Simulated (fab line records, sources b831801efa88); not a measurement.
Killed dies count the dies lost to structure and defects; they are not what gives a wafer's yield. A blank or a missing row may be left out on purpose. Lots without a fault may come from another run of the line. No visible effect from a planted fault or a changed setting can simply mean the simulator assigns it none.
A struck lot beside a sound one    flow sky130    22 out of 708 route steps
Sound: these wafers, L291.2, L291.3, L291.5. Wafers L296.1, L296.4, L296.5 were the ones struck. The cause comes at the end.
Per side, at each step with rows, come the tool, then ch with its chambers, and then its first start. Under that, the readings that differ: sound wafers    struck wafers    difference of the means    sigmas: that difference in standard deviations of wafers without a fault.
alike: a reading whose means differ by less than 2 such deviations, as well as words and numbers matching on both sides. not compared: withheld readings; readings where some wafer has no value; bounds like >300 that might hide an equal value; numbers whose values overlap and for which the record gives no deviation.
Wherever a step has rows on one side only, a row that says differs or no value, or a row with sigmas, the two part there. Numbers that have no deviation but don't overlap get no sigmas and don't part them. A reading that every wafer of one side lacks parts them only if that side has two wafers or more.

SKY_VIA4_RS_MEAS_19: uses a four-point probe to measure.
  sound: filmMetro-02 at day 43 21:26; struck: filmMetro-03 at day 44 23:03
  alike: VIA4_W_RS
SKY_VIA4_THK_MEAS_20: measures by xrf.
  sound: filmMetro-02 at day 43 21:33; struck: filmMetro-03 at day 44 23:10
  alike: VIA4_W_THK
SKY_VIA4_CMP_21: polishes, stops on SiO2, t overpolish 25 s, target thk 0 nm.
  sound on cmp-01 ch 0,1,2, day 43 21:42; struck on cmp-01 ch 0,1,2, day 44 23:17
  alike: motorCurrentA, overpolishRunS, timeToEndpointS
SKY_METAL5_SPUTTER_00: material Ti, target thk 15 nm, time 10 s.
  sound: pvdSputter-02 at day 43 21:54; struck: pvdSputter-02 at day 44 23:32
  alike: cathodeDcPowerW, throttleValvePct
SKY_METAL5_SPUTTER_01: material TiN, target thk 20 nm, time 16.7 s.
  sound: pvdSputter-02 at day 43 21:56; struck: pvdSputter-02 at day 44 23:33
  alike: cathodeDcPowerW, throttleValvePct
SKY_METAL5_SPUTTER_02: material AlCu, target thk 1150 nm, time 61.2 s.
  sound: pvdSputter-02 at day 43 21:57; struck: pvdSputter-02 at day 44 23:35
  alike: cathodeDcPowerW, throttleValvePct
then, 2 steps without rows for these wafers: SKY_METAL5_SPUTTER_03 (material Ti, target thk 5 nm, time 3.3 s); SKY_METAL5_SPUTTER_04 (material TiN, target thk 70 nm, time 58.3 s).
SKY_METAL5_RS_MEAS_05: uses a four-point probe to measure.
  sound: filmMetro-01 at day 43 22:05; struck: filmMetro-02 at day 44 23:42
  alike: METAL5_ALCU_RS
SKY_METAL5_THK_MEAS_06: measures by xrf.
  sound: filmMetro-01 at day 43 22:12; struck: filmMetro-02 at day 44 23:49
  alike: METAL5_ALCU_THK
then, 2 steps without rows for these wafers: SKY_METAL5_DEHYDRATE_07 (time 60 s); SKY_METAL5_HMDS_08 (prime time 60 s).
SKY_METAL5_COAT_09: resist thk 1800 nm.
  sound on lithoTrack-04 ch 0, day 44 09:18; struck on lithoTrack-04 ch 0, day 45 09:58
reading                                     sound           struck          difference  sigmas
model.NOVOLAK_of_METAL5_COAT_09.thkNm (nm)  1796 1800 1797  1861 1865 1856  +63         
  alike: chillPlateTempC
then, 4 steps without rows for these wafers: SKY_METAL5_SOFTBAKE_10 (time 60 s); SKY_METAL5_EXPOSE_11 (exposes mask MM5, target cd 1600 nm); SKY_METAL5_PEB_12; SKY_METAL5_DEVELOP_13 (develop time 60 s).
SKY_METAL5_DESCUM_14: chemistry O2, time 11 s.
  sound on rieMetal-01 ch 0,1, day 44 19:55; struck on rieMetal-01 ch 0,1, day 45 20:26
  alike: drypumpMotorCurrentA, oesProductAu
  not compared: rfHoursCounterH
SKY_METAL5_METAL_ETCH_15: etches the open film in Cl2/BCl3, stops on SiO2, target depth 1260 nm, time 252 s.
  sound on rieMetal-01 ch 0,1, day 44 19:58; struck on rieMetal-01 ch 0,1, day 45 20:28
reading                                     sound           struck          difference  sigmas
model.NOVOLAK_of_METAL5_COAT_09.thkNm (nm)  1022 1035 1017  1079 1083 1083  +57         
  alike: bcl3FlowSccm, drypumpMotorCurrentA, oesProductAu, throttleValvePct
  not compared: rfHoursCounterH
SKY_METAL5_STRIP_16: strips in O2/N2.
  sound on plasmaAsher-01 ch 0,1, day 44 20:11; struck on plasmaAsher-04 ch 0,1, day 45 20:42
reading                   sound              struck             difference  sigmas
drypumpMotorCurrentA (A)  5.8 6.1 5.9        5.0 4.9 5.4        -0.8        -2
stripTimeToEndpointS (s)  12.92 13.07 12.86  13.55 13.62 13.61  +0.64       +5
  alike: oesProductAu
  not compared: rfHoursCounterH
then, 1 step without rows for these wafers: SKY_METAL5_STRIP_17 (strips in post etch residue remover, time 1200 s).
SKY_PAD_OPEN_PROBE_99:
  the record has rows for the struck wafers here (prober-02, day 47 15:57) and none for the sound ones

## WHERE THEY PART
First at SKY_METAL5_STRIP_16; last, within this record, at SKY_PAD_OPEN_PROBE_99.

WHY: whatever the simulator had introduced
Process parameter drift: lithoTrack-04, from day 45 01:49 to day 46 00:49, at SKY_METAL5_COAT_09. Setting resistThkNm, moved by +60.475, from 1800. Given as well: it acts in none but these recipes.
